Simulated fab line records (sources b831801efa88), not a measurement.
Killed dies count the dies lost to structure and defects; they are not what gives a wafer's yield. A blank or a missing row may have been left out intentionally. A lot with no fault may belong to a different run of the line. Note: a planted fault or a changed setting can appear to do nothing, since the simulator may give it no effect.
fab line records | flow gf180mcu
[record] lots = 13 | wafers = 39 | last_day = 33
route steps=602 shown STI@5 MVSD@76 VT_IMPLANT@109 POLY_GATE@158
lots with no fault: from the same line, run without faults
start_h: hours from the record's opening day to when the first of the lot's shown wafers began | wait_h: how many hours have passed since the lot's step before this one | " unchanged from the row above | L1.1+2: a row that stands for several wafers | - no value present, or no start provided | * or withheld: withheld | < > ~ a bound
route shown NAME@n: a module of which the file shows steps, and the number in the route of the first | usual: average and standard deviation across the fault-free wafers | same: alike in all rows | chamber/n: place in a boat | sites: each site's reading | _std_site: standard deviation across them | _edge_site: mean of outer sites minus mean of inner sites | radius_mm: how far each site lies from the wafer's centre | mask NAME#n: copy n | behind: the last tool/chamber to shape the wafer | hold: reason for holding the lot/hours on hold/outcome of the hold | device: transistor that didn't switch, given as n, p or np | end of line: the tests these same wafers got at the end of their route | a step given without rows: its recipe and nothing more | killed: the dies lost at the first sort to structure and to defects; this is not the yield of the wafer | map: per-die view of a wafer (x killed, . not killed, _ where there is no die)
set.NAME: the setting the step ran with; set.NAME@STEP: the setting that earlier step ran with | model.NAME: the simulator's own value behind a step, which no gauge read
a sample of lots followed through the steps of the route, with each step as a table and each wafer as a row
services: from which hour (start_h, from the record's first day; less than 0 if before it) a tool's chamber was out of use, for how many hours, and why
[[steps]]
[step GF_STI_THK_MEAS_04]
[recipe] reads = Si3N4_of_STI_CVD_03
[usual] STI_CVD_03_THK = 207.7/1.9
lot.wafer | tool          | chamber | start_h | wait_h | STI_CVD_03_THK[nm]
L553.2    | film_metro-04 | -       | 13.57   | 0.0    | 203.3
L553.4    | "             | -       | "       | "      | 203.9
L553.5    | "             | -       | "       | "      | 204.7
L554.1    | film_metro-02 | -       | 19.23   | 0.0    | 204.6
L554.2    | "             | -       | "       | "      | 206.4
L554.5    | "             | -       | "       | "      | 203.0
L555.2    | film_metro-02 | -       | 23.57   | 0.0    | 210.5
L555.5    | "             | -       | "       | "      | 209.2
L555.6    | "             | -       | "       | "      | 209.5
L556.2    | film_metro-02 | -       | 28.57   | 0.0    | 204.4
L556.3    | "             | -       | "       | "      | 205.0
L556.5    | "             | -       | "       | "      | 204.1
L557.1    | film_metro-02 | -       | 33.75   | 0.0    | 209.3
L557.5    | "             | -       | "       | "      | 210.0
L557.6    | "             | -       | "       | "      | 208.3
L558.3    | film_metro-04 | -       | 38.58   | 0.0    | 209.2
L558.4    | "             | -       | "       | "      | 208.8
L558.6    | "             | -       | "       | "      | 207.8
L560.1    | film_metro-02 | -       | 49.17   | 0.0    | 207.5
L560.2    | "             | -       | "       | "      | 207.9
L560.3    | "             | -       | "       | "      | 206.8
L564.3    | film_metro-02 | -       | 69.29   | 0.0    | 208.6
L564.4    | "             | -       | "       | "      | 209.1
L564.5    | "             | -       | "       | "      | 210.2
L565.1    | film_metro-01 | -       | 75.33   | 0.0    | 209.7
L565.4    | "             | -       | "       | "      | 210.3
L565.5    | "             | -       | "       | "      | 210.1
L566.1    | film_metro-02 | -       | 79.73   | 0.0    | 206.6
L566.2    | "             | -       | "       | "      | 205.5
L566.3    | "             | -       | "       | "      | 206.2
L567.2    | film_metro-02 | -       | 84.26   | 0.0    | 207.2
L567.3    | "             | -       | "       | "      | 207.9
L567.6    | "             | -       | "       | "      | 207.4
L570.2    | film_metro-02 | -       | 98.57   | 0.0    | 208.2
L570.3    | "             | -       | "       | "      | 209.1
L570.4    | "             | -       | "       | "      | 209.5
L572.4    | film_metro-04 | -       | 108.59  | 0.0    | 206.3
L572.5    | "             | -       | "       | "      | 206.1
L572.6    | "             | -       | "       | "      | 206.4
[step GF_MVSD_STRIP_10]
[recipe] chemistry = O2/N2 | power_w = 1400 | pressure_mtorr = 1500 | platen_temp_c = 250 | o2_flow_sccm = 3000 | n2_flow_sccm = 300 | overash_fraction = 0.5
[usual] drypump_motor_current_A = 5.9/0.39 | heater_power_w = 348/38 | oes_product_au = 0.722/0.004 | strip_time_to_endpoint_s = 36.95/0.097
lot.wafer | tool            | chamber | start_h | wait_h | drypump_motor_current_A | heater_power_w | oes_product_au | rf_hours_counter_h | strip_time_to_endpoint_s
L553.2    | plasma_asher-03 | 0       | 81.72   | 0.1    | 6.4                     | 380            | 0.724          | 25                 | 37.02
L553.4    | "               | 1       | "       | "      | 6.4                     | 327            | 0.726          | -                  | 36.92
L553.5    | "               | 0       | "       | "      | 6.4                     | 389            | 0.725          | -                  | 36.97
L554.1    | plasma_asher-01 | 1       | 89.52   | 0.1    | 6.0                     | 376            | 0.729          | 45                 | 36.80
L554.2    | "               | 0       | "       | "      | 5.5                     | 377            | 0.721          | 45                 | 36.95
L554.5    | "               | 1       | "       | "      | 6.0                     | 365            | 0.722          | -                  | 36.90
L555.2    | plasma_asher-01 | 0       | 93.97   | 0.1    | 5.5                     | 379            | 0.720          | 45                 | 36.87
L555.5    | "               | 1       | "       | "      | 6.0                     | 370            | 0.719          | -                  | 36.88
L555.6    | "               | 0       | "       | "      | 5.5                     | 382            | 0.717          | -                  | 36.86
L556.2    | plasma_asher-02 | 0       | 100.32  | 0.1    | 5.5                     | 283            | 0.716          | 44                 | 36.76
L556.3    | "               | 1       | "       | "      | 5.5                     | 297            | 0.725          | -                  | 36.80
L556.5    | "               | 0       | "       | "      | 5.5                     | 277            | 0.718          | -                  | 36.79
L557.1    | plasma_asher-01 | 1       | 106.77  | 0.1    | 6.0                     | 369            | 0.725          | 47                 | 36.77
L557.5    | "               | 0       | "       | "      | 5.5                     | 387            | 0.727          | -                  | 36.79
L557.6    | "               | 1       | "       | "      | 6.0                     | 372            | 0.721          | -                  | 36.74
L558.3    | plasma_asher-03 | 1       | 112.15  | 0.1    | 6.3                     | 334            | 0.717          | -                  | 37.01
L558.4    | "               | 0       | "       | "      | 6.4                     | 378            | 0.723          | -                  | 37.05
L558.6    | "               | 0       | "       | "      | 6.4                     | 387            | 0.721          | -                  | 37.05
L560.1    | plasma_asher-02 | 0       | 129.17  | 0.1    | 5.5                     | 275            | 0.721          | 49                 | 36.90
L560.2    | "               | 1       | "       | "      | 5.6                     | 305            | 0.717          | 49                 | 36.91
L560.3    | "               | 1       | "       | "      | 5.6                     | 302            | 0.727          | -                  | 36.91
L564.3    | plasma_asher-02 | 0       | 146.50  | 0.1    | 5.5                     | 284            | 0.718          | -                  | 37.00
L564.4    | "               | 1       | "       | "      | 5.5                     | 307            | 0.728          | -                  | 37.03
L564.5    | "               | 0       | "       | "      | 5.5                     | 282            | 0.724          | -                  | 37.04
L565.1    | plasma_asher-01 | 0       | 156.26  | 0.1    | 5.5                     | 375            | 0.725          | 53                 | 36.97
L565.4    | "               | 0       | "       | "      | 5.5                     | 372            | 0.718          | -                  | 37.07
L565.5    | "               | 0       | "       | "      | 5.5                     | 380            | 0.717          | -                  | 36.97
L566.1    | plasma_asher-02 | 0       | 160.11  | 0.1    | 5.5                     | 273            | 0.724          | 52                 | 36.98
L566.2    | "               | 1       | "       | "      | 5.5                     | 306            | 0.728          | 52                 | 37.00
L566.3    | "               | 0       | "       | "      | 5.5                     | 277            | 0.718          | -                  | 36.99
L567.2    | plasma_asher-03 | 1       | 168.12  | 0.1    | 6.3                     | 331            | 0.725          | 35                 | 36.90
L567.3    | "               | 0       | "       | "      | 6.4                     | 393            | 0.726          | -                  | 36.94
L567.6    | "               | 1       | "       | "      | 6.4                     | 327            | 0.719          | -                  | 36.92
L570.2    | plasma_asher-01 | 0       | 184.41  | 0.1    | 5.5                     | 372            | 0.717          | 56                 | 37.09
L570.3    | "               | 1       | "       | "      | 5.9                     | 378            | 0.724          | -                  | 37.21
L570.4    | "               | 0       | "       | "      | 5.5                     | 387            | 0.723          | -                  | 37.16
L572.4    | plasma_asher-03 | 1       | 195.25  | 0.1    | 6.4                     | 321            | 0.717          | -                  | 37.02
L572.5    | "               | 1       | "       | "      | 6.3                     | 325            | 0.733          | -                  | 37.01
L572.6    | "               | 0       | "       | "      | 6.4                     | 384            | 0.726          | -                  | 37.01
[step GF_VT_IMPLANT_IMPLANT_19]
[recipe] species = As | energy_kev = 100 | dose_cm2 = 4.35e+12 | tilt_deg = 7
[usual] beam_energy_keV = 100.00/0.031 | dose_ions_cm2 = 4.35e+12/4.4e+09 | faraday_current_uA = 24.5/0.52
lot.wafer | tool         | chamber | start_h | wait_h | beam_energy_keV | dose_ions_cm2 | faraday_current_uA
L553.2    | implanter-04 | 0       | 125.34  | 0.0    | 99.99           | 4.355e+12     | 24.7
L553.4    | "            | 0       | "       | "      | 99.96           | 4.353e+12     | 24.4
L553.5    | "            | 0       | "       | "      | 99.98           | 4.34e+12      | 24.9
L554.1    | implanter-04 | 0       | 134.97  | 0.0    | 100.04          | 4.35e+12      | 24.5
L554.2    | "            | 0       | "       | "      | 100.06          | 4.351e+12     | 24.5
L554.5    | "            | 0       | "       | "      | 100.02          | 4.343e+12     | 25.0
L555.2    | implanter-03 | 0       | 138.89  | 0.0    | 100.02          | 4.354e+12     | 24.4
L555.5    | "            | 0       | "       | "      | 99.98           | 4.352e+12     | 23.2
L555.6    | "            | 0       | "       | "      | 100.01          | 4.349e+12     | 23.7
L556.2    | implanter-04 | 0       | 146.10  | 0.0    | 100.04          | 4.354e+12     | 23.5
L556.3    | "            | 0       | "       | "      | 99.99           | 4.353e+12     | 24.4
L556.5    | "            | 0       | "       | "      | 100.01          | 4.352e+12     | 25.6
L557.1    | implanter-01 | 0       | 153.71  | 0.0    | 100.00          | 4.343e+12     | 24.1
L557.5    | "            | 0       | "       | "      | 99.97           | 4.347e+12     | 25.2
L557.6    | "            | 0       | "       | "      | 100.02          | 4.356e+12     | 24.6
L558.3    | implanter-03 | 0       | 159.66  | 0.1    | 99.93           | 4.352e+12     | 24.6
L558.4    | "            | 0       | "       | "      | 100.02          | 4.345e+12     | 24.3
L558.6    | "            | 0       | "       | "      | 99.96           | 4.345e+12     | 24.6
L560.1    | implanter-04 | 0       | 178.27  | 0.0    | 100.04          | 4.347e+12     | 24.1
L560.2    | "            | 0       | "       | "      | 100.04          | 4.346e+12     | 23.9
L560.3    | "            | 0       | "       | "      | 100.02          | 4.353e+12     | 24.3
L564.3    | implanter-04 | 0       | 196.17  | 0.1    | 100.04          | 4.356e+12     | 23.9
L564.4    | "            | 0       | "       | "      | 100.00          | 4.348e+12     | 26.1
L564.5    | "            | 0       | "       | "      | 100.03          | 4.355e+12     | 25.2
L565.1    | implanter-04 | 0       | 207.77  | 0.0    | 100.00          | 4.354e+12     | 24.1
L565.4    | "            | 0       | "       | "      | 99.96           | 4.348e+12     | 24.1
L565.5    | "            | 0       | "       | "      | 99.98           | 4.358e+12     | 23.5
L566.1    | implanter-03 | 0       | 212.31  | 0.0    | 100.02          | 4.348e+12     | 24.5
L566.2    | "            | 0       | "       | "      | 100.04          | 4.349e+12     | 23.9
L566.3    | "            | 0       | "       | "      | 100.03          | 4.351e+12     | 24.6
L567.2    | implanter-01 | 0       | 220.09  | 0.0    | 99.91           | 4.346e+12     | 25.4
L567.3    | "            | 0       | "       | "      | 99.96           | 4.354e+12     | 24.5
L567.6    | "            | 0       | "       | "      | 99.93           | 4.356e+12     | 24.8
L570.2    | implanter-04 | 0       | 237.63  | 0.0    | 100.03          | 3.538e+12     | 19.8
L570.3    | "            | 0       | "       | "      | 100.00          | 3.539e+12     | 20.1
L570.4    | "            | 0       | "       | "      | 99.98           | 3.547e+12     | 19.4
L572.4    | implanter-04 | 0       | 249.39  | 0.1    | 100.00          | 3.539e+12     | 20.2
L572.5    | "            | 0       | "       | "      | 99.99           | 3.543e+12     | 20.4
L572.6    | "            | 0       | "       | "      | 100.07          | 3.541e+12     | 20.3
[step GF_VT_IMPLANT_TW_MEAS_21]
[usual] VT_IMPLANT_2_TW = 1215/7.4
lot.wafer | tool          | chamber | start_h | wait_h | VT_IMPLANT_2_TW
L553.2    | film_metro-03 | -       | 125.58  | 0.1    | 1225
L553.4    | "             | -       | "       | "      | 1233
L553.5    | "             | -       | "       | "      | 1225
L554.1    | film_metro-03 | -       | 135.22  | 0.1    | 1217
L554.2    | "             | -       | "       | "      | 1230
L554.5    | "             | -       | "       | "      | 1223
L555.2    | film_metro-02 | -       | 139.13  | 0.1    | 1212
L555.5    | "             | -       | "       | "      | 1212
L555.6    | "             | -       | "       | "      | 1206
L556.2    | film_metro-04 | -       | 146.33  | 0.1    | 1218
L556.3    | "             | -       | "       | "      | 1221
L556.5    | "             | -       | "       | "      | 1220
L557.1    | film_metro-02 | -       | 153.96  | 0.1    | 1209
L557.5    | "             | -       | "       | "      | 1210
L557.6    | "             | -       | "       | "      | 1209
L558.3    | film_metro-04 | -       | 159.88  | 0.1    | 1222
L558.4    | "             | -       | "       | "      | 1222
L558.6    | "             | -       | "       | "      | 1223
L560.1    | film_metro-04 | -       | 178.52  | 0.1    | 1217
L560.2    | "             | -       | "       | "      | 1205
L560.3    | "             | -       | "       | "      | 1211
L564.3    | film_metro-03 | -       | 196.39  | 0.1    | 1224
L564.4    | "             | -       | "       | "      | 1217
L564.5    | "             | -       | "       | "      | 1229
L565.1    | film_metro-02 | -       | 208.02  | 0.1    | 1210
L565.4    | "             | -       | "       | "      | 1215
L565.5    | "             | -       | "       | "      | 1208
L566.1    | film_metro-04 | -       | 212.56  | 0.1    | 1211
L566.2    | "             | -       | "       | "      | 1213
L566.3    | "             | -       | "       | "      | 1218
L567.2    | film_metro-04 | -       | 220.33  | 0.1    | 1216
L567.3    | "             | -       | "       | "      | 1215
L567.6    | "             | -       | "       | "      | 1214
L570.2    | film_metro-04 | -       | 237.86  | 0.1    | 1133
L570.3    | "             | -       | "       | "      | 1139
L570.4    | "             | -       | "       | "      | 1133
L572.4    | film_metro-03 | -       | 249.60  | 0.1    | 1144
L572.5    | "             | -       | "       | "      | 1150
L572.6    | "             | -       | "       | "      | 1142
[step GF_POLY_GATE_THK_MEAS_01]
[recipe] reads = poly-Si_of_POLY_GATE_CVD_00
[usual] POLY_GATE_CVD_00_THK = 201.0/2
lot.wafer | tool          | chamber | start_h | wait_h | POLY_GATE_CVD_00_THK[nm]
L553.2    | film_metro-02 | -       | 180.94  | 0.0    | 198.1
L553.4    | "             | -       | "       | "      | 198.2
L553.5    | "             | -       | "       | "      | 198.2
L554.1    | film_metro-03 | -       | 192.85  | 0.0    | 202.6
L554.2    | "             | -       | "       | "      | 201.7
L554.5    | "             | -       | "       | "      | 201.2
L555.2    | film_metro-02 | -       | 194.58  | 0.0    | 199.4
L555.5    | "             | -       | "       | "      | 199.7
L555.6    | "             | -       | "       | "      | 199.5
L556.2    | film_metro-01 | -       | 204.22  | 0.0    | 199.4
L556.3    | "             | -       | "       | "      | 200.5
L556.5    | "             | -       | "       | "      | 197.8
L557.1    | film_metro-03 | -       | 210.24  | 0.0    | 207.0
L557.5    | "             | -       | "       | "      | 204.8
L557.6    | "             | -       | "       | "      | 205.5
L558.3    | film_metro-03 | -       | 220.58  | 0.0    | 202.8
L558.4    | "             | -       | "       | "      | 200.8
L558.6    | "             | -       | "       | "      | 202.0
L560.1    | film_metro-02 | -       | 238.36  | 0.0    | 202.5
L560.2    | "             | -       | "       | "      | 203.2
L560.3    | "             | -       | "       | "      | 201.4
L564.3    | film_metro-02 | -       | 256.14  | 0.0    | 202.1
L564.4    | "             | -       | "       | "      | 202.4
L564.5    | "             | -       | "       | "      | 202.4
L565.1    | film_metro-01 | -       | 268.66  | 0.0    | 200.2
L565.4    | "             | -       | "       | "      | 200.1
L565.5    | "             | -       | "       | "      | 200.8
L566.1    | film_metro-03 | -       | 276.50  | 0.0    | 202.3
L566.2    | "             | -       | "       | "      | 204.5
L566.3    | "             | -       | "       | "      | 202.1
L567.2    | film_metro-02 | -       | 283.10  | 0.0    | 201.3
L567.3    | "             | -       | "       | "      | 200.9
L567.6    | "             | -       | "       | "      | 199.9
L570.2    | film_metro-01 | -       | 301.14  | 0.0    | 200.9
L570.3    | "             | -       | "       | "      | 200.9
L570.4    | "             | -       | "       | "      | 200.0
L572.4    | film_metro-02 | -       | 315.30  | 0.0    | 203.1
L572.5    | "             | -       | "       | "      | 202.3
L572.6    | "             | -       | "       | "      | 200.5
[[services]]
tool            | chamber | start_h | hours | kind
implanter-01    | -       | 99.73   | 1.2   | repair
implanter-03    | -       | 140.62  | 2.4   | repair
implanter-04    | -       | 143.70  | 2.2   | repair
plasma_asher-01 | -       | 144.32  | 3.7   | repair
plasma_asher-01 | -       | 181.84  | 1.1   | repair
implanter-03    | -       | 197.46  | 5.4   | pm
plasma_asher-02 | -       | 220.19  | 0.6   | repair
plasma_asher-01 | -       | 221.29  | 0.4   | repair
[[key]]
[first_sign] step = GF_VT_IMPLANT_IMPLANT_19 | reading = dose_ions_cm2 | direction = down | sigmas = 99+ | usual = 4.35e+12 | struck = 3.541e+12
[effect] step = GF_VT_IMPLANT_IMPLANT_19 | reading = faraday_current_uA | direction = down | sigmas = 8.6 | usual = 24.5 | struck = 20.0
[effect] step = GF_VT_IMPLANT_TW_MEAS_21 | reading = VT_IMPLANT_2_TW | direction = down | sigmas = 10 | usual = 1215 | struck = 1140
met_at GF_VT_IMPLANT_IMPLANT_19
struck_lots L570,L572
tester_left_out L570,L572
not_acting_at GF_STI_THK_MEAS_04,GF_MVSD_STRIP_10,GF_POLY_GATE_THK_MEAS_01
onset_between 207.77 237.63
[fault] kind = process_parameter_drift | tool = implanter-04 | chamber = - | onset_h = 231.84 | steps = GF_VT_IMPLANT_IMPLANT_19 | channel = dose_cm2 | offset = -8.093e+11 | shape = step | end_h = 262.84 | acts_in = these_recipes_only | stated = 4.35e+12
// tester_left_out: of these lots the tester's yield and bins aren't shown, on N5 and GAA mostly nor the transistor test; their killed dies are dies lost to structure and defects alone, not to doping, threshold or leakage, so they don't give the yield
